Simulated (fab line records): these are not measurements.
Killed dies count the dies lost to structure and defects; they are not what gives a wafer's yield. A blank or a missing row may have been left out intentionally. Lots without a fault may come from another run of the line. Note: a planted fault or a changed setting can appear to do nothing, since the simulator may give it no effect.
Which tool did it?	flow gf180mcu	39 wafers from 13 lots sampled at 4 of the route's 602 steps

== WHAT THE GAUGES SHOWED, per wafer ==
GF_M5_CD_MEAS_07: the cd target is 280 nm. Usual: cdNm reads 280.0 nm (standard deviation 1.1).
lot	measured	on	cdNm (nm)	flag
L756	day 26 08:02	cdSem-01	277.1 278.0 278.8	
L758	day 27 01:45	cdSem-01	278.8 278.8 279.8	
L760	day 27 15:38	cdSem-02	279.1 279.9 279.4	
L761	day 27 23:32	cdSem-02	278.4 280.0 279.2	
L762	day 28 06:58	cdSem-02	280.5 279.3 279.8	
L763	day 28 17:20	cdSem-02	278.4 280.2 281.4	
L764	day 28 23:12	cdSem-01	281.4 280.6 281.1	
L765	day 29 03:42	cdSem-02	279.0 279.9 278.9	
L766	day 29 13:01	cdSem-01	280.5 280.8 279.2	
L768	day 30 04:08	cdSem-01	280.4 280.2 280.6	
L769	day 30 08:36	cdSem-01	280.5 280.0 280.8	
L772	day 31 04:06	cdSem-01	279.1 276.5 277.5	
L776	day 32 00:01	cdSem-02	279.8 279.7 279.6	

== WHAT TOOL EACH LOT RAN ON (gives the tool, then ch and the chambers of the sampled wafers, and finally the start) ==
lot	GF_V4_CVD_00	GF_V4_SPUTTER_22	GF_MIM_CVD_05
L756	hdpcvd-02 ch 0,1,2, day 23 13:04	pvdSputter-01, day 24 11:58	pecvd-01 ch 0,2, day 24 13:23
L758	hdpcvd-01 ch 0,1,2, day 24 08:44	pvdSputter-03, day 25 07:35	pecvd-03 ch 0,2, day 25 08:26
L760	hdpcvd-01 ch 0,1, day 24 22:28	pvdSputter-03, day 25 21:41	pecvd-02 ch 0,1, day 25 22:32
L761	hdpcvd-01 ch 0,1,2, day 25 06:58	pvdSputter-01, day 26 05:18	pecvd-03 ch 0,1, day 26 06:16
L762	hdpcvd-01 ch 0,2, day 25 16:34	pvdSputter-03, day 26 14:32	pecvd-03 ch 0,2, day 26 15:23
L763	hdpcvd-01 ch 0,2, day 26 03:47	pvdSputter-03, day 27 01:12	pecvd-03 ch 0,1, day 27 02:05
L764	hdpcvd-01 ch 0,1,2, day 26 09:12	pvdSputter-01, day 27 06:46	pecvd-03 ch 1,2, day 27 07:40
L765	hdpcvd-02 ch 1,2, day 26 14:45	pvdSputter-01, day 27 11:40	pecvd-01 ch 0,1, day 27 12:31
L766	hdpcvd-01 ch 0,1, day 26 22:38	pvdSputter-01, day 27 21:19	pecvd-01 ch 1,2, day 27 22:11
L768	hdpcvd-02 ch 0,1, day 27 14:56	pvdSputter-01, day 28 12:25	pecvd-03 ch 0,2, day 28 13:46
L769	hdpcvd-01 ch 0,1,2, day 27 21:00	pvdSputter-01, day 28 17:43	pecvd-02 ch 0,1,2, day 28 18:35
L772	hdpcvd-01 ch 0,1,2, day 28 16:40	pvdSputter-02, day 29 13:58	pecvd-02 ch 0,2, day 29 14:49
L776	hdpcvd-01 ch 0,1,2, day 29 16:08	pvdSputter-02, day 30 12:19	pecvd-02 ch 1,2, day 30 13:10
- GF_V4_CVD_00: deposits SiO2, target thk 600 nm, time 100 s.
- GF_V4_SPUTTER_22: material TiN, target thk 10 nm, time 40 s.
- GF_MIM_CVD_05: deposits Si3N4, target thk 42 nm, time 29.086 s.

== AS READ BY THE TOOLS THEMSELVES (means over the sampled wafers that have a number; for cases with no such wafer, the mark the record gives instead) ==
GF_V4_CVD_00. Usual: susceptorTempC reads 399.95 C (standard deviation 0.2).
lot	tool	susceptorTempC (C)	flag
L756	hdpcvd-02	400.12	
L758	hdpcvd-01	399.90	
L760	hdpcvd-01	399.82	
L761	hdpcvd-01	399.74	
L762	hdpcvd-01	399.86	
L763	hdpcvd-01	399.95	
L764	hdpcvd-01	399.81	
L765	hdpcvd-02	400.07	
L766	hdpcvd-01	399.95	
L768	hdpcvd-02	399.75	
L769	hdpcvd-01	400.01	
L772	hdpcvd-01	399.97	
L776	hdpcvd-01	400.09	

GF_V4_SPUTTER_22. Usual: throttleValvePct reads 29.7 % (standard deviation 0.67).
lot	tool	throttleValvePct (%)	flag
L756	pvdSputter-01	29.4	
L758	pvdSputter-03	29.6	
L760	pvdSputter-03	30.8	
L761	pvdSputter-01	29.5	
L762	pvdSputter-03	31.2	
L763	pvdSputter-03	30.2	
L764	pvdSputter-01	30.2	
L765	pvdSputter-01	29.6	
L766	pvdSputter-01	29.4	
L768	pvdSputter-01	30.1	
L769	pvdSputter-01	29.7	
L772	pvdSputter-02	29.9	
L776	pvdSputter-02	29.4	

GF_MIM_CVD_05. Usual: heaterPowerW 678 W, standard deviation 65; susceptorTempC 385.00 C, standard deviation 0.23; tempMaxC 400.00 C, standard deviation 0.24.
lot	tool	heaterPowerW (W)	susceptorTempC (C)	tempMaxC (C)	flag
L756	pecvd-01	719	384.75	399.98	
L758	pecvd-03	620	385.05	400.26	
L760	pecvd-02	729	385.16	399.95	
L761	pecvd-03	651	385.15	399.79	
L762	pecvd-03	651	384.97	400.05	
L763	pecvd-03	685	384.90	399.96	
L764	pecvd-03	573	385.09	400.00	
L765	pecvd-01	684	384.73	400.18	
L766	pecvd-01	586	384.92	399.93	
L768	pecvd-03	651	385.02	399.94	
L769	pecvd-02	712	385.27	399.88	
L772	pecvd-02	684	385.02	400.37	
L776	pecvd-02	738	384.94	399.72	

== THE ANSWER, worked out from the rows above alone ==
Rule: take the mean of a lot's wafers that have a number; if it is more than 3 standard deviations from the usual mean, the lot is off. A lot without any number at a reading at which 4 lots or more have one is off too. Any other lot the step has rows for is counted as sound. First the gauges in route order, then the tools' own readings, where a lot's mean is used as printed above. At the first step where some lot is off, the reading lying furthest off is the one used; lots without a number count as furthest.
Across all readings shown, no lot is off: no conclusion can be drawn from this.

== WHAT THE SIMULATOR HAD INSERTED ==
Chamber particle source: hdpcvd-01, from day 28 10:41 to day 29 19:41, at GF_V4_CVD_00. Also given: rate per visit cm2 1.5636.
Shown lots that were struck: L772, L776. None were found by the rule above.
